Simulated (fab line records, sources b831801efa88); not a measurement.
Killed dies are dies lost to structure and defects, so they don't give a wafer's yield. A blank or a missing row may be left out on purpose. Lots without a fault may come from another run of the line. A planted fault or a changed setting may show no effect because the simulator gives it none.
fab line records | flow sky130
record lots=6 wafers=18 last_day=50
route steps=708 shown LDD_LDN@302 SPACER@304 POLY_CUT@307 PAD_OPEN@708
lots that met no fault: from a run of the same line without faults
start_h: hours from the record's first day to the start of the lot's first wafer shown | wait_h: hours since the lot's step before | " the same as in the row above | L1.1+2: a row that stands for several wafers | - no value, or no start given | * or withheld: withheld | < > ~ a bound
route shown NAME@n: a module of which the file shows steps, and the number in the route of the first | usual: mean/standard deviation of fault-free wafers | same: alike in all rows | chamber/n: place in a boat | sites: the reading at each site | _std_site: their standard deviation | _edge_site: outer sites' mean less inner sites' | radius_mm: how far each site lies from the wafer's centre | mask NAME#n: copy n | behind: the tool/chamber that last shaped the wafer | hold: why the lot was held/for how many hours/how that ended | device: the transistor (n, p or np) that didn't switch | end of line: the same wafers' tests at the end of the route | a step without rows: its recipe alone | killed: dies lost to structure and defects at the first sort, not the wafer's yield | map: a wafer's dies, x killed, . not, _ none there
set.NAME: the setting as run; set.NAME@STEP: as run at that earlier step | model.NAME: the simulator's own value behind a step, which no gauge read
lots at some steps of the route; a table a step, a row a wafer
services: from which hour (start_h, from the record's first day; less than 0 if before it) a tool's chamber was out of use, for how many hours, and why
## steps
# step SKY_LDD_LDN_TW_MEAS_13
# usual LDD_LDN_TW=1493/22
# columns lot.wafer tool chamber start_h wait_h LDD_LDN_TW
L923.1 film_metro-03 - 525.50 0.1 1487
L923.4 " - " " 1487
L923.6 " - " " 1483
L927.1 film_metro-04 - 554.66 0.1 1510
L927.3 " - " " 1506
L927.6 " - " " 1514
L929.2 film_metro-04 - 586.52 0.1 1504
L929.5 " - " " 1522
L929.6 " - " " 1523
L942.1 film_metro-04 - 688.30 0.1 1503
L942.4 " - " " 1513
L942.6 " - " " 1507
L944.2 film_metro-03 - 701.41 0.1 1490
L944.4 " - " " 1488
L944.6 " - " " 1494
L943.3 film_metro-03 - 704.63 0.1 1492
L943.5 " - " " 1494
L943.6 " - " " 1490
# step SKY_LDD_LDN_CLEAN_14
# recipe chemistry=SC1/SC2 mix=1:4:20 temp_c=70 time_s=150 dry=n2_spin
# step SKY_SPACER_CVD_00
# recipe material=Si3N4 precursor=DCS/NH3 target_thk_nm=43.1 temp_c=770 time_s=740 pressure_mtorr=250
# step SKY_SPACER_THK_MEAS_01
# recipe reads=Si3N4_of_SPACER_CVD_00
# usual SPACER_CVD_00_THK=43.2/0.36
# columns lot.wafer tool chamber start_h wait_h SPACER_CVD_00_THK[nm]
L923.1 film_metro-01 - 526.82 0.0 43.6
L923.4 " - " " 43.7
L923.6 " - " " 43.6
L927.1 film_metro-01 - 556.29 0.0 43.5
L927.3 " - " " 43.5
L927.6 " - " " 43.1
L929.2 film_metro-02 - 587.84 0.0 43.3
L929.5 " - " " 43.4
L929.6 " - " " 43.3
L942.1 film_metro-02 - 692.48 0.0 43.4
L942.4 " - " " 42.9
L942.6 " - " " 42.7
L944.2 film_metro-02 - 702.73 0.0 42.5
L944.4 " - " " 42.7
L944.6 " - " " 42.5
L943.3 film_metro-04 - 706.81 0.0 42.9
L943.5 " - " " 43.2
L943.6 " - " " 43.3
# step SKY_SPACER_ETCHBACK_02
# recipe chemistry=CH3F/O2 target=Si3N4 stop_on=SiO2 source_w=400 bias_w=80 pressure_mtorr=25 ch3f_flow_sccm=40 O2_flow_sccm=30 time_s=46.7 target_depth_a=450
# usual drypump_motor_current_A=5.8/0.48 oes_product_au=0.856/0.0057 rf_fwd_power_W=394.9/1.7 throttle_valve_pct=10.562/0.0087
# columns lot.wafer tool chamber start_h wait_h drypump_motor_current_A oes_product_au rf_fwd_power_W rf_hours_counter_h throttle_valve_pct
L923.1 rie_diel-01 3 526.88 0.1 5.8 0.857 395.2 4 10.567
L923.4 " 3 " " 5.8 0.865 395.6 - 10.551
L923.6 " 2 " " 5.9 0.856 396.3 - 10.566
L927.1 rie_diel-01 3 556.35 0.1 5.8 0.855 393.4 5 10.568
L927.3 " 1 " " 5.4 0.860 394.9 37 10.566
L927.6 " 3 " " 5.8 0.858 394.0 - 10.572
L929.2 rie_diel-01 1 587.89 0.0 5.4 0.858 394.3 38 10.567
L929.5 " 3 " " 5.8 0.851 393.4 - 10.564
L929.6 " 0 " " 6.3 0.855 393.4 - 10.553
L942.1 rie_diel-04 1 692.54 0.1 6.6 0.851 398.0 3 10.551
L942.4 " 1 " " 6.6 0.853 399.2 - 10.560
L942.6 " 0 " " 5.5 0.841 395.8 - 10.553
L944.2 rie_diel-04 1 702.78 0.0 6.6 0.841 396.5 3 10.559
L944.4 " 1 " " 6.6 0.852 396.8 - 10.553
L944.6 " 0 " " 5.5 0.847 398.1 - 10.563
L943.3 rie_diel-01 2 706.85 0.0 5.9 0.855 395.8 9 10.552
L943.5 " 3 " " 5.8 0.858 393.2 - 10.557
L943.6 " 0 " " 6.3 0.857 394.2 - 10.562
# step SKY_POLY_CUT_DEHYDRATE_00
# recipe temp_c=200 time_s=60
# step SKY_POLY_CUT_HMDS_01
# recipe prime_time_s=60 prime_temp_c=120
# step SKY_POLY_CUT_COAT_02
# recipe resist=BARC temp_c=withheld time_s=withheld spin_rpm=3000 resist_thk_nm=60
# step SKY_POLY_CUT_COAT_03
# recipe resist=KrF-thick spin_rpm=3000 resist_thk_nm=450
# step SKY_POLY_CUT_SOFTBAKE_04
# recipe temp_c=100 time_s=90 resist=KrF-thick
# step SKY_POLY_CUT_EXPOSE_05
# recipe mask_id=NPCM na=0.8 source_shape=annular sigma_inner=0.55 sigma_outer=0.85 target_cd_nm=270 dose_mj=32
# step SKY_POLY_CUT_PEB_06
# recipe peb_temp_c=withheld peb_time_s=withheld resist=KrF-thick
# step SKY_POLY_CUT_DEVELOP_07
# recipe develop_time_s=60 resist=KrF-thick dev_temp_c=21
# usual developer_temp_C=20.99/0.099
# columns lot.wafer tool chamber start_h wait_h developer_temp_C
L923.1 litho_track-02 0 557 - 20.86
L923.4 " 0 " " 21.00
L923.6 " 0 " " 20.94
L927.1 litho_track-01 0 585 - 20.82
L927.3 " 0 " " 20.90
L927.6 " 0 " " 21.01
L929.2 litho_track-01 0 616 - 21.09
L929.5 " 0 " " 21.10
L929.6 " 0 " " 21.19
L942.1 litho_track-01 0 720 - 20.14
L942.4 " 0 " " 20.23
L942.6 " 0 " " 20.14
L944.2 litho_track-04 0 730 - 20.91
L944.4 " 0 " " 20.89
L944.6 " 0 " " 21.18
L943.3 litho_track-01 0 734 - 20.05
L943.5 " 0 " " 20.26
L943.6 " 0 " " 20.14
# step SKY_POLY_CUT_CD_MEAS_08
# recipe target_cd_nm=270
# usual cd_nm=269.8/1.5
# columns lot.wafer tool chamber start_h wait_h cd_nm
L923.1 cd_sem-02 - 557.44 - 267.8
L923.4 " - " " 267.9
L923.6 " - " " 269.6
L927.1 cd_sem-02 - 585.18 - 271.6
L927.3 " - " " 270.7
L927.6 " - " " 269.4
L929.2 cd_sem-02 - 616.95 - 270.5
L929.5 " - " " 271.6
L929.6 " - " " 271.0
L942.1 cd_sem-01 - 720.83 - 266.5
L942.4 " - " " 265.2
L942.6 " - " " 266.8
L944.2 cd_sem-01 - 730.44 - 269.8
L944.4 " - " " 269.0
L944.6 " - " " 269.2
L943.3 cd_sem-01 - 734.52 - 270.6
L943.5 " - " " 271.0
L943.6 " - " " 270.7
# step SKY_PAD_OPEN_PROBE_99
# usual killed_at_M0_to_M3=44/7.2 killed_at_M4_up=3.0/1.9 killed_at_contacts=25/4.8 killed_at_front_end=16/4.2 killed_at_other=0.2/0.44 killed_dies=88/9.3 killed_open=48/7.1 killed_short=40/6.5
# same gross_dies=492 killed_at_back_side=0
# columns lot.wafer tool chamber start_h wait_h killed_at_M0_to_M3 killed_at_M4_up killed_at_contacts killed_at_front_end killed_at_other killed_dies killed_open killed_short
L923.1 prober-01 - 1076.11 0.1 55 2 26 18 0 101 58 43
L923.4 prober-01 - 1076.26 0.2 44 2 23 17 0 86 57 29
L923.6 prober-01 - 1076.36 0.2 41 1 26 21 0 89 47 42
L929.2 prober-01 - 1114.45 0.1 45 3 27 14 0 89 47 42
L929.5 prober-01 - 1114.60 0.2 49 3 25 16 1 94 60 34
L929.6 prober-01 - 1114.65 0.2 44 0 31 19 0 94 57 37
L942.1 prober-02 - 1181.55 0.1 38 3 21 16 1 79 50 29
L942.4 prober-02 - 1181.70 0.2 50 2 25 17 0 94 54 40
L942.6 prober-02 - 1181.80 0.2 48 3 23 16 0 90 48 42
L944.2 prober-01 - 1187.38 0.1 37 5 24 11 0 77 42 35
L944.4 prober-01 - 1187.48 0.2 46 9 16 13 0 84 44 40
L944.6 prober-01 - 1187.58 0.2 43 1 23 20 0 87 47 40
L943.3 prober-02 - 1191.85 0.2 43 4 27 14 0 88 43 45
L943.5 prober-02 - 1191.95 0.2 38 1 22 11 0 72 42 30
L943.6 prober-02 - 1192.00 0.2 35 3 30 20 1 89 53 36
# killed by level:class
L923.1 VIA1:geometric_particle:open=19 LI_CONTACT:geometric_particle:open=9 VIA1:geometric_particle:short=8 VIA3:geometric_particle:open=7 FIELD_ISO:geometric_particle:open=6 METAL2:geometric_particle:short=6 POLY_GATE:geometric_particle:open=5 CONTACT:geometric_particle:open=5
L923.4 CONTACT:geometric_particle:open=14 VIA1:geometric_particle:open=14 METAL2:geometric_particle:short=7 VIA2:geometric_particle:open=7 POLY_GATE:geometric_particle:open=6 VIA3:geometric_particle:open=6 CONTACT:geometric_particle:short=5 FIELD_ISO:geometric_particle:short=4
L923.6 METAL1:geometric_particle:short=10 CONTACT:geometric_particle:open=8 LI_CONTACT:geometric_particle:open=7 FIELD_ISO:geometric_particle:open=6 VIA2:geometric_particle:open=6 VIA1:geometric_particle:open=6 VIA1:geometric_particle:short=6 POLY_GATE:geometric_particle:short=5
L929.2 VIA2:geometric_particle:open=10 CONTACT:geometric_particle:open=10 VIA1:geometric_particle:open=8 LI_CONTACT:geometric_particle:open=7 METAL2:geometric_particle:short=7 CONTACT:geometric_particle:short=6 VIA1:geometric_particle:short=5 VIA3:geometric_particle:open=5
L929.5 VIA1:geometric_particle:open=14 VIA3:geometric_particle:open=12 VIA2:geometric_particle:open=8 CONTACT:geometric_particle:open=7 LI_CONTACT:geometric_particle:open=7 FIELD_ISO:geometric_particle:open=4 LI_CONTACT:geometric_particle:short=4 CONTACT:geometric_particle:short=4
L929.6 VIA3:geometric_particle:open=11 CONTACT:geometric_particle:open=9 VIA2:geometric_particle:open=9 LI_CONTACT:geometric_particle:open=8 VIA1:geometric_particle:open=7 FIELD_ISO:geometric_particle:short=6 LI_CONTACT:geometric_particle:short=5 LOCAL_INTERCONNECT:geometric_particle:short=4
L942.1 VIA1:geometric_particle:open=15 FIELD_ISO:geometric_particle:open=6 LI_CONTACT:geometric_particle:open=6 CONTACT:geometric_particle:open=6 VIA2:geometric_particle:open=4 FIELD_ISO:geometric_particle:short=4 LI_CONTACT:geometric_particle:short=4 VIA1:geometric_particle:short=4
L942.4 VIA1:geometric_particle:open=14 CONTACT:geometric_particle:open=10 FIELD_ISO:geometric_particle:short=7 LOCAL_INTERCONNECT:geometric_particle:short=7 VIA2:geometric_particle:open=7 VIA3:geometric_particle:open=7 VIA1:geometric_particle:short=5 LI_CONTACT:geometric_particle:open=5
L942.6 VIA2:geometric_particle:open=10 VIA1:geometric_particle:open=8 LI_CONTACT:geometric_particle:open=7 METAL2:geometric_particle:short=7 LOCAL_INTERCONNECT:geometric_particle:short=6 CONTACT:geometric_particle:open=6 VIA3:geometric_particle:open=5 VIA1:geometric_particle:short=5
L944.2 CONTACT:geometric_particle:open=11 VIA1:geometric_particle:open=8 VIA2:geometric_particle:open=6 METAL2:geometric_particle:short=6 METAL3:geometric_particle:short=6 LI_CONTACT:geometric_particle:open=4 LOCAL_INTERCONNECT:geometric_particle:short=4 METAL1:geometric_particle:short=4
L944.4 VIA1:geometric_particle:open=12 VIA1:geometric_particle:short=9 VIA2:geometric_particle:open=7 METAL4:geometric_particle:short=7 FIELD_ISO:geometric_particle:open=5 CONTACT:geometric_particle:short=5 METAL1:geometric_particle:short=4 CONTACT:geometric_particle:open=4
L944.6 METAL2:geometric_particle:short=10 FIELD_ISO:geometric_particle:open=9 LI_CONTACT:geometric_particle:open=8 CONTACT:geometric_particle:open=8 VIA3:geometric_particle:open=7 FIELD_ISO:geometric_particle:short=6 METAL1:geometric_particle:short=6 VIA2:geometric_particle:open=4
L943.3 CONTACT:geometric_particle:open=9 METAL1:geometric_particle:short=9 CONTACT:geometric_particle:short=8 VIA1:geometric_particle:open=7 VIA2:geometric_particle:open=7 METAL2:geometric_particle:short=6 FIELD_ISO:geometric_particle:short=5 VIA1:geometric_particle:short=5
L943.5 VIA1:geometric_particle:open=9 CONTACT:geometric_particle:open=7 VIA2:geometric_particle:open=6 LI_CONTACT:geometric_particle:open=4 LI_CONTACT:geometric_particle:short=4 VIA3:geometric_particle:open=4 CONTACT:geometric_particle:short=4 METAL1:geometric_particle:short=4
L943.6 CONTACT:geometric_particle:open=11 VIA3:geometric_particle:open=9 FIELD_ISO:geometric_particle:open=6 VIA2:geometric_particle:open=6 LI_CONTACT:geometric_particle:open=6 CONTACT:geometric_particle:short=6 VIA1:geometric_particle:open=6 FIELD_ISO:geometric_particle:short=5
## services
# columns tool chamber start_h hours kind
rie_diel-01 - 511.16 1.4 repair
rie_diel-04 1 530.64 - clean
rie_diel-04 1 530.64 20.6 scheduled_down
rie_diel-04 1 530.64 20.6 vent_cycle
rie_diel-04 3 579.03 1.7 repair
rie_diel-04 3 619.73 13.8 repair
rie_diel-01 - 650.90 0.3 repair
rie_diel-01 2 676.88 3.9 repair
rie_diel-04 2 677.80 - clean
rie_diel-04 2 677.80 23.3 scheduled_down
rie_diel-04 2 677.80 23.3 vent_cycle
rie_diel-01 - 686.83 2.8 pm
rie_diel-04 3 701.99 23.6 repair
rie_diel-01 2 719.80 6.3 repair
rie_diel-04 1 725.20 24.6 repair
## key
first_sign step=SKY_POLY_CUT_DEVELOP_07 reading=developer_temp_C direction=down sigmas=8.4 usual=* struck=*
effect none on later readings
met_at SKY_POLY_CUT_DEVELOP_07
struck_wafers L942.1,L942.4,L942.6,L943.3,L943.5,L943.6
tester_left_out L942,L943
loop_trim step=SKY_POLY_CUT_EXPOSE_05 setting=dose lots=L943
onset_between 616 720
fault kind=process_parameter_drift tool=litho_track-01 chamber=- onset_h=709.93 steps=SKY_POLY_CUT_DEVELOP_07 channel=dev_temp_c offset=* shape=step end_h=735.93 acts_in=* stated=*
# tester_left_out: of these lots the tester's yield and bins aren't shown, on N5 and GAA mostly nor the transistor test; their killed dies are dies lost to structure and defects alone, not to doping, threshold or leakage, so they don't give the yield
# loop_trim: a control loop set the setting to another value than it would have without faults
